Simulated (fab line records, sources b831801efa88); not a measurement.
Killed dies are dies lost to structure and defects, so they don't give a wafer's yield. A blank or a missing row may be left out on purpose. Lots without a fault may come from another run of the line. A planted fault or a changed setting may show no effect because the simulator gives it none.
Which tool did it? | flow gf180mcu | 14 lots, 41 wafers sampled, at 4 steps of a route of 602

WHAT THE GAUGES READ, wafer by wafer
GF_HV_LDD_CD_MEAS_19: target cd 400 nm.
lot  | measured     | on        | cd_nm (nm)
L777 | day 10 18:05 | cd_sem-02 | 403.7 403.2 403.1
L778 | day 11 01:22 | cd_sem-01 | 402.2 399.3 399.7
L779 | day 11 08:30 | cd_sem-02 | 398.1 396.7 396.6
L784 | day 12 23:41 | cd_sem-02 | 399.0 400.4 402.0
L785 | day 13 08:48 | cd_sem-01 | 395.6 397.9 396.1
L786 | day 13 18:19 | cd_sem-02 | 397.9 400.0 397.4
L787 | day 14 04:03 | cd_sem-02 | 398.0 398.6 396.8
L788 | day 14 09:21 | cd_sem-02 | 398.5 397.3
L795 | day 16 12:05 | cd_sem-02 | 399.1 399.0 400.5
L796 | day 16 18:43 | cd_sem-01 | 398.0 395.8 397.7
L797 | day 17 00:45 | cd_sem-01 | 399.7 401.4 402.5
L798 | day 17 07:56 | cd_sem-01 | 399.2 397.3 397.2
L799 | day 17 16:46 | cd_sem-01 | 399.3 399.4 400.3
L800 | day 18 03:50 | cd_sem-02 | 399.7 399.6 398.7

GF_PSD_CD_MEAS_07: target cd 400 nm.
lot  | measured     | on        | cd_nm (nm)
L777 | day 14 04:02 | cd_sem-01 | 403.4 403.2 404.8
L778 | day 14 12:55 | cd_sem-01 | 400.7 403.3 404.2
L779 | day 14 20:11 | cd_sem-02 | 399.0 399.5 399.7
L784 | day 16 15:53 | cd_sem-01 | 399.8 399.1 399.9
L785 | day 17 01:29 | cd_sem-02 | 400.8 402.3 402.8
L786 | day 17 13:53 | cd_sem-01 | 402.7 403.0 403.2
L787 | day 18 00:20 | cd_sem-02 | 400.3 399.2 401.5
L788 | day 18 06:11 | cd_sem-01 | 401.4 401.1
L795 | day 20 14:49 | cd_sem-01 | 399.8 401.5 400.5
L796 | day 20 20:22 | cd_sem-01 | 407.4 405.8 405.4
L797 | day 21 04:43 | cd_sem-01 | 404.7 403.9 403.7
L798 | day 21 13:07 | cd_sem-01 | 396.4 398.5 397.7
L799 | day 21 21:14 | cd_sem-02 | 403.9 404.9 406.3
L800 | day 22 07:55 | cd_sem-02 | 397.2 399.7 398.0

WHICH TOOL RAN EACH LOT (tool, then ch and the chambers of the sampled wafers, then the start)
lot  | GF_HV_LDD_STRIP_10                   | GF_PSD_SOFTBAKE_03
L777 | plasma_asher-04 ch 0, day 10 00:14   | litho_track-02 ch 0, day 13 17:33
L778 | plasma_asher-03 ch 0,1, day 10 07:17 | litho_track-04 ch 0, day 14 02:46
L779 | plasma_asher-03 ch 1, day 10 14:41   | litho_track-02 ch 0, day 14 10:12
L784 | plasma_asher-01 ch 0,1, day 12 03:58 | litho_track-02 ch 0, day 16 05:06
L785 | plasma_asher-04 ch 0,1, day 12 13:11 | litho_track-02 ch 0, day 16 14:03
L786 | plasma_asher-04 ch 0,1, day 12 23:02 | litho_track-02 ch 0, day 17 02:13
L787 | plasma_asher-03 ch 0,1, day 13 08:29 | litho_track-04 ch 0, day 17 13:08
L788 | plasma_asher-03 ch 0, day 13 12:44   | litho_track-02 ch 0, day 17 18:21
L795 | plasma_asher-04 ch 0, day 15 14:07   | litho_track-04 ch 0, day 20 02:13
L796 | plasma_asher-01 ch 0,1, day 15 20:25 | litho_track-02 ch 0, day 20 08:49
L797 | plasma_asher-01 ch 0,1, day 16 02:52 | litho_track-02 ch 0, day 20 16:58
L798 | plasma_asher-01 ch 0,1, day 16 08:53 | litho_track-02 ch 0, day 21 00:49
L799 | plasma_asher-04 ch 0,1, day 16 17:40 | litho_track-02 ch 0, day 21 09:26
L800 | plasma_asher-04 ch 0,1, day 17 04:38 | litho_track-04 ch 0, day 21 20:01
- GF_HV_LDD_STRIP_10: strips in O2/N2.
- GF_PSD_SOFTBAKE_03: time 60 s.

WHAT THE TOOLS THEMSELVES READ (means of the sampled wafers that have a number; where no wafer has one, the mark that the record gives instead)
GF_HV_LDD_STRIP_10.
lot  | tool            | drypump_motor_current_A (A) | heater_power_w (W) | o2_flow_sccm (sccm) | oes_product_au (a.u.) | strip_time_to_endpoint_s (s)
L777 | plasma_asher-04 | 5.8                         | 280                | 2999                | 0.716                 | 12.59
L778 | plasma_asher-03 | 6.1                         | 306                | 3004                | 0.716                 | 12.61
L779 | plasma_asher-03 | 6.0                         | 286                | 3001                | 0.716                 | 12.61
L784 | plasma_asher-01 | 6.6                         | 348                | 3006                | 0.718                 | 12.56
L785 | plasma_asher-04 | 5.7                         | 304                | 3000                | 0.713                 | 12.63
L786 | plasma_asher-04 | 5.7                         | 303                | 3004                | 0.716                 | 12.62
L787 | plasma_asher-03 | 6.0                         | 297                | 3008                | 0.714                 | 12.67
L788 | plasma_asher-03 | 6.2                         | 334                | 2992                | 0.719                 | 12.62
L795 | plasma_asher-04 | 5.8                         | 284                | 3008                | 0.714                 | 12.63
L796 | plasma_asher-01 | 6.6                         | 353                | 2995                | 0.714                 | 12.65
L797 | plasma_asher-01 | 6.6                         | 351                | 3001                | 0.715                 | 12.69
L798 | plasma_asher-01 | 6.3                         | 378                | 3004                | 0.719                 | 12.64
L799 | plasma_asher-04 | 5.7                         | 302                | 3007                | 0.718                 | 12.61
L800 | plasma_asher-04 | 5.7                         | 300                | 2995                | 0.717                 | 12.64

GF_PSD_SOFTBAKE_03.
lot  | tool           | heater_power_total_W (W) | run_length_s (s)
L777 | litho_track-02 | 56.56                    | 89.22
L778 | litho_track-04 | 56.61                    | 89.00
L779 | litho_track-02 | 56.59                    | 89.12
L784 | litho_track-02 | 56.59                    | 89.13
L785 | litho_track-02 | 57.77                    | 85.92
L786 | litho_track-02 | 57.74                    | 86.03
L787 | litho_track-04 | 56.59                    | 89.21
L788 | litho_track-02 | 58.31                    | 84.36
L795 | litho_track-04 | 56.58                    | 89.04
L796 | litho_track-02 | 56.58                    | 89.14
L797 | litho_track-02 | 56.60                    | 89.13
L798 | litho_track-02 | 56.62                    | 89.14
L799 | litho_track-02 | 56.59                    | 89.06
L800 | litho_track-04 | 56.59                    | 89.09

THE ANSWER, worked out from the rows above alone
Rule: what is usual is taken from the lots themselves. Put in order of their means at a reading, lots are off if they are a third of the lots or fewer, leave a main group of 4 or more, and stand apart from it by a gap of 3 or more times the standard deviation of the main group's means; of several such gaps the widest counts. A main group whose means are all the same, to the digits that the tables above print for the reading, isn't used. A lot without any number at a reading at which 4 lots or more have one is off too. The other lots that the step has rows for count as sound. The gauges are gone through in route order, then the tools' own readings, and for those a lot's mean is taken as printed above. The first step at which some lot is off is used, and at that step the reading that is off furthest; a lot without a number counts as furthest.
Off: L785, L786, L788, at GF_PSD_SOFTBAKE_03 (heater_power_total_W). The main group: mean 56.59 W, standard deviation 0.015.
A tool fits if, at that step or a process step before it, it ran every lot that is off, and no sound lot after the first of them. None of those tried fits.

WHAT THE SIMULATOR HAD PUT IN
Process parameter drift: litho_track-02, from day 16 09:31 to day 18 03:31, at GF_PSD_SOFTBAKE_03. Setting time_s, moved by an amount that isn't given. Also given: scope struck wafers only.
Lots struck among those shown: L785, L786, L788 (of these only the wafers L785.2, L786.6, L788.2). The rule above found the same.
